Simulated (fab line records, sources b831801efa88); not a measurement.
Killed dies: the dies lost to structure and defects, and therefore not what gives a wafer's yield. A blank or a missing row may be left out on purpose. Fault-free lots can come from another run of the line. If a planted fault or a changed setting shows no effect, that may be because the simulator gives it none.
fab line records -- flow sky130
record: lots: 5, wafers: 15, last_day: 50
route steps=708 shown VT_ADJUST_LVTN@100 VT_ADJUST_NCORE@119 PAD_OPEN@708
lots with no fault: from the same line, run without faults
start_h: hours from the record's opening day to when the first of the lot's shown wafers began -- wait_h: hours since the lot's step before -- " the same as in the row above -- L1.1+2: a single row standing in for several wafers -- - either no value or no given start -- * or withheld: withheld -- < > ~ a bound
route shown NAME@n: NAME is a module with steps in the file, n the number in the route of the first one -- usual: mean/standard deviation taken from wafers without a fault -- same: alike in all rows -- chamber/n: place in a boat -- sites: each site's reading -- _std_site: their standard deviation -- _edge_site: outer sites' mean less inner sites' -- radius_mm: how far each site lies from the wafer's centre -- mask NAME#n: copy n -- behind: the most recent tool/chamber to have shaped the wafer -- hold: the reason the lot was held/the length of the hold in hours/how it ended -- device: which transistor (n, p or np) failed to switch -- end of line: tests of these same wafers at the route's end -- a step without rows: its recipe alone -- killed: count of dies lost to structure and defects at first sort (not the wafer's yield) -- map: per-die view of a wafer (x killed, . not killed, _ where there is no die)
set.NAME: the setting as run; set.NAME@STEP: as run at that earlier step -- model.NAME: the simulator's own value behind a step, which no gauge read
lots at some steps of the route; a table a step, a row a wafer
services: when a tool's chamber went out of use (start_h, in hours from the record's first day, below 0 if earlier), for how many hours, and the reason
== steps ==
step: SKY_VT_ADJUST_LVTN_SOFTBAKE_03
recipe: temp_c: 110, time_s: withheld
step: SKY_VT_ADJUST_LVTN_EXPOSE_04
recipe: mask_id: NWM_COMPLEMENT_LESS_NATIVE, na: 0.6, source_shape: conventional, sigma_outer: 0.6, polarization: unpolarized, target_cd_nm: 840, dose_mj: 194
step: SKY_VT_ADJUST_LVTN_PEB_05
recipe: temp_c: 115, time_s: withheld
step: SKY_VT_ADJUST_LVTN_DEVELOP_06
recipe: wall_angle_deg: 90, developer: TMAH, develop_time_s: 60, dev_temp_c: 23
step: SKY_VT_ADJUST_LVTN_OVL_MEAS_07
usual: VT_ADJUST_LVTN_OVL: -0.8/1.2
lot.wafer,tool,chamber,start_h,wait_h,VT_ADJUST_LVTN_OVL[nm]
L860.3,overlay-02,-,149.98,-,-2.1
L860.4,overlay-02,-,149.98,-,-1.2
L860.5,overlay-02,-,149.98,-,-1.8
L864.4,overlay-01,-,174.49,-,-0.4
L864.5,overlay-01,-,174.49,-,-0.7
L864.6,overlay-01,-,174.49,-,0.0
L875.1,overlay-01,-,247.63,-,-1.3
L875.2,overlay-01,-,247.63,-,-2.0
L875.3,overlay-01,-,247.63,-,-1.2
L878.2,overlay-02,-,261.93,-,0.8
L878.3,overlay-02,-,261.93,-,0.8
L878.6,overlay-02,-,261.93,-,0.5
L881.1,overlay-02,-,278.46,-,-3.4
L881.3,overlay-02,-,278.46,-,-3.6
L881.5,overlay-02,-,278.46,-,-2.9
step: SKY_VT_ADJUST_LVTN_IMPLANT_08
recipe: species: B, energy_kev: 30, dose_cm2: 1.57e+12, tilt_deg: withheld
step: SKY_VT_ADJUST_LVTN_STRIP_09
recipe: chemistry: O2/N2, power_w: 1400, pressure_mtorr: 1500, platen_temp_c: withheld, o2_flow_sccm: 3000, n2_flow_sccm: 300, overash_fraction: 0.5
usual: drypump_motor_current_A: 5.5/0.41, oes_product_au: 0.723/0.0048, strip_time_to_endpoint_s: 36.89/0.09
lot.wafer,tool,chamber,start_h,wait_h,drypump_motor_current_A,oes_product_au,rf_hours_counter_h,strip_time_to_endpoint_s
L860.3,plasma_asher-04,1,150.18,0.1,5.7,0.716,-,37.10
L860.4,plasma_asher-04,0,150.18,0.1,5.6,0.726,-,37.01
L860.5,plasma_asher-04,1,150.18,0.1,5.7,0.726,-,37.04
L864.4,plasma_asher-02,1,174.69,0.1,5.5,0.727,-,36.83
L864.5,plasma_asher-02,1,174.69,0.1,5.4,0.718,-,36.78
L864.6,plasma_asher-02,0,174.69,0.1,6.1,0.727,-,36.84
L875.1,plasma_asher-04,0,247.81,0.1,5.6,0.728,56,37.03
L875.2,plasma_asher-04,1,247.81,0.1,5.7,0.729,56,37.05
L875.3,plasma_asher-04,1,247.81,0.1,5.7,0.715,-,37.03
L878.2,plasma_asher-02,0,262.11,0.1,6.1,0.715,59,36.94
L878.3,plasma_asher-02,1,262.11,0.1,5.5,0.725,-,36.89
L878.6,plasma_asher-02,0,262.11,0.1,6.1,0.723,-,37.00
L881.1,plasma_asher-02,1,278.65,0.1,5.5,0.726,61,36.91
L881.3,plasma_asher-02,1,278.65,0.1,5.4,0.728,-,36.85
L881.5,plasma_asher-02,1,278.65,0.1,5.4,0.720,-,36.92
step: SKY_VT_ADJUST_LVTN_TW_MEAS_10
usual: VT_ADJUST_LVTN_TW: 241.1/1.4
lot.wafer,tool,chamber,start_h,wait_h,VT_ADJUST_LVTN_TW
L860.3,film_metro-02,-,150.27,0.1,243.2
L860.4,film_metro-02,-,150.27,0.1,242.9
L860.5,film_metro-02,-,150.27,0.1,243.1
L864.4,film_metro-04,-,174.79,0.1,241.2
L864.5,film_metro-04,-,174.79,0.1,242.3
L864.6,film_metro-04,-,174.79,0.1,242.2
L875.1,film_metro-04,-,247.91,0.1,240.9
L875.2,film_metro-04,-,247.91,0.1,240.0
L875.3,film_metro-04,-,247.91,0.1,241.1
L878.2,film_metro-03,-,262.22,0.1,238.3
L878.3,film_metro-03,-,262.22,0.1,238.5
L878.6,film_metro-03,-,262.22,0.1,239.2
L881.1,film_metro-02,-,278.75,0.1,240.5
L881.3,film_metro-02,-,278.75,0.1,239.8
L881.5,film_metro-02,-,278.75,0.1,241.2
step: SKY_VT_ADJUST_LVTN_DEHYDRATE_11
recipe: temp_c: 200, time_s: 60
step: SKY_VT_ADJUST_LVTN_HMDS_12
recipe: prime_time_s: 60, prime_temp_c: 120
step: SKY_VT_ADJUST_LVTN_COAT_13
recipe: resist: NOVOLAK, spin_rpm: 3000, resist_thk_nm: 1140
step: SKY_VT_ADJUST_LVTN_SOFTBAKE_14
recipe: temp_c: 90, time_s: 60, resist: NOVOLAK
step: SKY_VT_ADJUST_LVTN_EXPOSE_15
recipe: mask_id: HVN_STD_DERIVED, na: 0.6, source_shape: conventional, sigma_outer: 0.6, polarization: unpolarized, target_cd_nm: 600, dose_mj: 163
same: na: 0.6
lot.wafer,tool,chamber,start_h,wait_h,mask
L860.3+4+5,iline_stepper-01,0,159.94,-,HVN_STD_DERIVED#0
L864.4+5+6,iline_stepper-01,0,183.83,-,HVTPM#0
L875.1+2+3,iline_stepper-01,0,259.00,-,HVN_STD_DERIVED#0
L878.2+3+6,iline_stepper-02,0,273.35,-,HVN_STD_DERIVED#0
L881.1+3+5,iline_stepper-01,0,290.87,-,HVN_STD_DERIVED#0
step: SKY_VT_ADJUST_LVTN_PEB_16
recipe: temp_c: withheld, time_s: *, resist: NOVOLAK
step: SKY_VT_ADJUST_LVTN_DEVELOP_17
recipe: resist: NOVOLAK, developer: TMAH, develop_time_s: 60, dev_temp_c: 23
step: SKY_VT_ADJUST_LVTN_OVL_MEAS_18
usual: VT_ADJUST_LVTN_01_OVL: 0.7/1.4
lot.wafer,tool,chamber,start_h,wait_h,VT_ADJUST_LVTN_01_OVL[nm]
L860.3,overlay-01,-,170.03,0.1,-0.5
L860.4,overlay-01,-,170.03,0.1,-0.9
L860.5,overlay-01,-,170.03,0.1,-0.8
L864.4,overlay-01,-,193.88,0.1,-
L864.5,overlay-01,-,193.88,0.1,-
L864.6,overlay-01,-,193.88,0.1,-
L875.1,overlay-01,-,269.83,0.1,2.3
L875.2,overlay-01,-,269.83,0.1,2.1
L875.3,overlay-01,-,269.83,0.1,2.2
L878.2,overlay-02,-,285.33,0.1,3.1
L878.3,overlay-02,-,285.33,0.1,2.0
L878.6,overlay-02,-,285.33,0.1,2.3
L881.1,overlay-01,-,302.76,0.1,1.1
L881.3,overlay-01,-,302.76,0.1,-1.1
L881.5,overlay-01,-,302.76,0.1,-0.3
step: SKY_VT_ADJUST_LVTN_IMPLANT_19
recipe: species: B, energy_kev: 30, dose_cm2: 6.5e+11, tilt_deg: withheld
step: SKY_VT_ADJUST_LVTN_STRIP_20
recipe: chemistry: O2/N2, power_w: 1400, pressure_mtorr: 1500, platen_temp_c: withheld, o2_flow_sccm: 3000, n2_flow_sccm: 300, overash_fraction: 0.5
usual: drypump_motor_current_A: 5.4/0.43, oes_product_au: 0.716/0.0045, strip_time_to_endpoint_s: 14.18/0.037
lot.wafer,tool,chamber,start_h,wait_h,drypump_motor_current_A,oes_product_au,rf_hours_counter_h,strip_time_to_endpoint_s
L860.3,plasma_asher-04,1,170.23,0.1,5.7,0.715,-,14.23
L860.4,plasma_asher-04,0,170.23,0.1,5.6,0.720,-,14.24
L860.5,plasma_asher-04,0,170.23,0.1,5.7,0.714,-,14.18
L864.4,plasma_asher-04,1,194.08,0.1,5.7,0.720,-,14.18
L864.5,plasma_asher-04,0,194.08,0.1,5.6,0.706,-,14.20
L864.6,plasma_asher-04,1,194.08,0.1,5.7,0.709,-,14.21
L875.1,plasma_asher-04,1,270.01,0.1,5.7,0.711,59,14.21
L875.2,plasma_asher-04,0,270.01,0.1,5.7,0.720,59,14.21
L875.3,plasma_asher-04,1,270.01,0.1,5.7,0.712,-,14.24
L878.2,plasma_asher-02,0,285.51,0.1,6.1,0.709,61,14.15
L878.3,plasma_asher-02,1,285.51,0.1,5.5,0.711,-,14.14
L878.6,plasma_asher-02,0,285.51,0.1,6.1,0.717,-,14.16
L881.1,plasma_asher-03,0,302.95,0.1,4.8,0.711,18,14.18
L881.3,plasma_asher-03,0,302.95,0.1,4.9,0.712,-,14.17
L881.5,plasma_asher-03,0,302.95,0.1,4.9,0.715,-,14.20
step: SKY_VT_ADJUST_LVTN_TW_MEAS_21
usual: VT_ADJUST_LVTN_2_TW: 187.7/1
lot.wafer,tool,chamber,start_h,wait_h,VT_ADJUST_LVTN_2_TW
L860.3,film_metro-02,-,170.32,0.1,188.8
L860.4,film_metro-02,-,170.32,0.1,189.1
L860.5,film_metro-02,-,170.32,0.1,188.3
L864.4,film_metro-03,-,194.18,0.1,29.8
L864.5,film_metro-03,-,194.18,0.1,30.0
L864.6,film_metro-03,-,194.18,0.1,29.9
L875.1,film_metro-04,-,270.11,0.1,189.2
L875.2,film_metro-04,-,270.11,0.1,189.6
L875.3,film_metro-04,-,270.11,0.1,189.5
L878.2,film_metro-02,-,285.62,0.1,188.6
L878.3,film_metro-02,-,285.62,0.1,188.1
L878.6,film_metro-02,-,285.62,0.1,188.1
L881.1,film_metro-03,-,303.05,0.1,187.5
L881.3,film_metro-03,-,303.05,0.1,187.8
L881.5,film_metro-03,-,303.05,0.1,187.3
step: SKY_VT_ADJUST_NCORE_DEHYDRATE_00
recipe: temp_c: 200, time_s: 60
step: SKY_PAD_OPEN_PROBE_99
usual: killed_at_M0_to_M3: 43/7.1, killed_at_M4_up: 3.0/1.9, killed_at_contacts: 24/5, killed_at_front_end: 15/4.3, killed_at_other: 0.3/0.5, killed_dies: 85/9.6, killed_on_rim: 17/4.3, killed_open: 46/7.1, killed_short: 39/6.8
same: gross_dies: 492, killed_at_back_side: 0
lot.wafer,tool,chamber,start_h,wait_h,killed_at_M0_to_M3,killed_at_M4_up,killed_at_contacts,killed_at_front_end,killed_at_other,killed_dies,killed_on_rim,killed_open,killed_short
L860.3,prober-01,-,1078.02,0.2,45,4,29,16,0,94,21,44,50
L860.4,prober-01,-,1078.07,0.2,33,2,31,16,1,83,17,46,37
L860.5,prober-01,-,1078.12,0.2,37,3,18,14,0,72,19,45,27
L864.4,prober-01,-,1096.43,0.2,45,5,21,421,0,492,96,45,41
L864.5,prober-01,-,1096.48,0.2,40,2,23,427,0,492,96,39,36
L864.6,prober-01,-,1096.53,0.2,38,4,23,425,2,492,96,45,35
killed by level:class
L860.3 VIA1:geometric_particle:open=13 CONTACT:geometric_particle:short=8 VIA1:geometric_particle:short=8 FIELD_ISO:geometric_particle:short=7 LI_CONTACT:geometric_particle:open=7 LOCAL_INTERCONNECT:geometric_particle:short=7 VIA2:geometric_particle:open=7 METAL1:geometric_particle:short=5
L860.4 CONTACT:geometric_particle:open=13 VIA1:geometric_particle:open=9 FIELD_ISO:geometric_particle:short=6 LI_CONTACT:geometric_particle:open=6 VIA3:geometric_particle:open=5 FIELD_ISO:geometric_particle:open=4 LI_CONTACT:geometric_particle:short=4 LOCAL_INTERCONNECT:geometric_particle:short=4
L860.5 VIA3:geometric_particle:open=10 VIA1:geometric_particle:open=8 CONTACT:geometric_particle:open=6 VIA2:geometric_particle:open=6 LI_CONTACT:geometric_particle:open=5 FIELD_ISO:geometric_particle:open=3 FIELD_ISO:geometric_particle:short=3 POLY_GATE:geometric_particle:short=3
L864.4 VT_ADJUST_LVTN:area_expose=406 CONTACT:geometric_particle:open=11 VIA3:geometric_particle:open=10 VIA1:geometric_particle:open=7 FIELD_ISO:geometric_particle:short=6 METAL2:geometric_particle:short=6 METAL1:geometric_particle:short=5 VIA2:geometric_particle:open=5
L864.5 VT_ADJUST_LVTN:area_expose=417 LI_CONTACT:geometric_particle:open=9 METAL1:geometric_particle:short=8 CONTACT:geometric_particle:open=7 VIA1:geometric_particle:short=5 VIA1:geometric_particle:open=5 LOCAL_INTERCONNECT:geometric_particle:short=4 METAL2:geometric_particle:open=4
L864.6 VT_ADJUST_LVTN:area_expose=412 LI_CONTACT:geometric_particle:open=10 VIA2:geometric_particle:open=6 CONTACT:geometric_particle:open=6 VIA1:geometric_particle:open=6 METAL1:geometric_particle:short=5 VIA3:geometric_particle:open=5 POLY_GATE:geometric_particle:short=4
map L864.4 (x killed, . not)
__________xxxxxxxxxx_________
________xxxxxxxxxxxxxx_______
______xxxxxxxxxxxxxxxxxx_____
_____xxxxxxxxxxxxxxxxxxxx____
____xxxxxxxxxxxxxxxxxxxxxx___
___xxxxxxxxxxxxxxxxxxxxxxxx__
__xxxxxxxxxxxxxxxxxxxxxxxxxx_
_xxxxxxxxxxxxxxxxxxxxxxxxxxxx
_xxxxxxxxxxxxxxxxxxxxxxxxxxxx
_xxxxxxxxxxxxxxxxxxxxxxxxxxxx
_xxxxxxxxxxxxxxxxxxxxxxxxxxxx
_xxxxxxxxxxxxxxxxxxxxxxxxxxxx
_xxxxxxxxxxxxxxxxxxxxxxxxxxxx
_xxxxxxxxxxxxxxxxxxxxxxxxxxxx
_xxxxxxxxxxxxxxxxxxxxxxxxxxxx
__xxxxxxxxxxxxxxxxxxxxxxxxxx_
___xxxxxxxxxxxxxxxxxxxxxxxx__
____xxxxxxxxxxxxxxxxxxxxxx___
_____xxxxxxxxxxxxxxxxxxxx____
______xxxxxxxxxxxxxxxxxx_____
________xxxxxxxxxxxxxx_______
__________xxxxxxxxxx_________
map L875.3 (x killed, . not)
__________........x._________
________......x.x.x..._______
______....x.x..........._____
_____.xx...x.....x.x.....____
____.........x.x.x........___
___...............x....x...__
__xx...........x....x...x..._
_.....xxx........x...x.......
_........x.........x....x....
_.x..........................
_.x....xx.........x..........
_............x...............
_...x..x....x..x.x........xx.
_x.xxx.xx..x...x.x...x....x..
_..............x......x..xx..
__.x.x.x....x...x...xxxx.xx._
___........x.x....x......xx__
____..x...............x.xx___
_____.......x.x.xx.......____
______...x...x.x.x...x.._____
________....x.x......x_______
__________...x..x.x._________
== services ==
tool,chamber,start_h,hours,kind
iline_stepper-02,-,131.30,4.3,pm
plasma_asher-03,-,151.18,2.8,pm
plasma_asher-02,-,151.88,0.8,repair
plasma_asher-02,-,167.08,0.9,repair
plasma_asher-03,-,171.04,0.9,repair
iline_stepper-02,-,220.34,1.7,pm
iline_stepper-02,-,240.53,8.9,pm
plasma_asher-04,-,258.29,1.2,repair
plasma_asher-03,-,273.48,0.4,repair
iline_stepper-01,-,276.49,2.1,pm
iline_stepper-01,-,278.57,-,consumable_replace:lamp
== key ==
first_sign: step: SKY_VT_ADJUST_LVTN_EXPOSE_15, reading: mask, direction: changed
effect: step: SKY_VT_ADJUST_LVTN_OVL_MEAS_18, reading: VT_ADJUST_LVTN_01_OVL, direction: missing
effect: step: SKY_VT_ADJUST_LVTN_TW_MEAS_21, reading: VT_ADJUST_LVTN_2_TW, direction: down, sigmas: 99+, usual: 187.7, struck: 29.9
effect: step: SKY_PAD_OPEN_PROBE_99, reading: killed_at_front_end, direction: up, sigmas: 96, usual: 15, struck: 424
more_kills_born_at: SKY_VT_ADJUST_LVTN_EXPOSE_15@iline_stepper-01: 1235
met_at SKY_VT_ADJUST_LVTN_EXPOSE_15
struck_wafers L864.4,L864.5,L864.6
tester_left_out L864
onset_between 159.94 183.83
fault: kind: wrong_mask, tool: any, chamber: -, onset_h: 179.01, steps: SKY_VT_ADJUST_LVTN_EXPOSE_15, aux_copy: HVTPM#0, scope: struck_lots_only
tester_left_out: of these lots the tester's yield and bins aren't shown, on N5 and GAA mostly nor the transistor test; their killed dies are dies lost to structure and defects alone, not to doping, threshold or leakage, so they don't give the yield
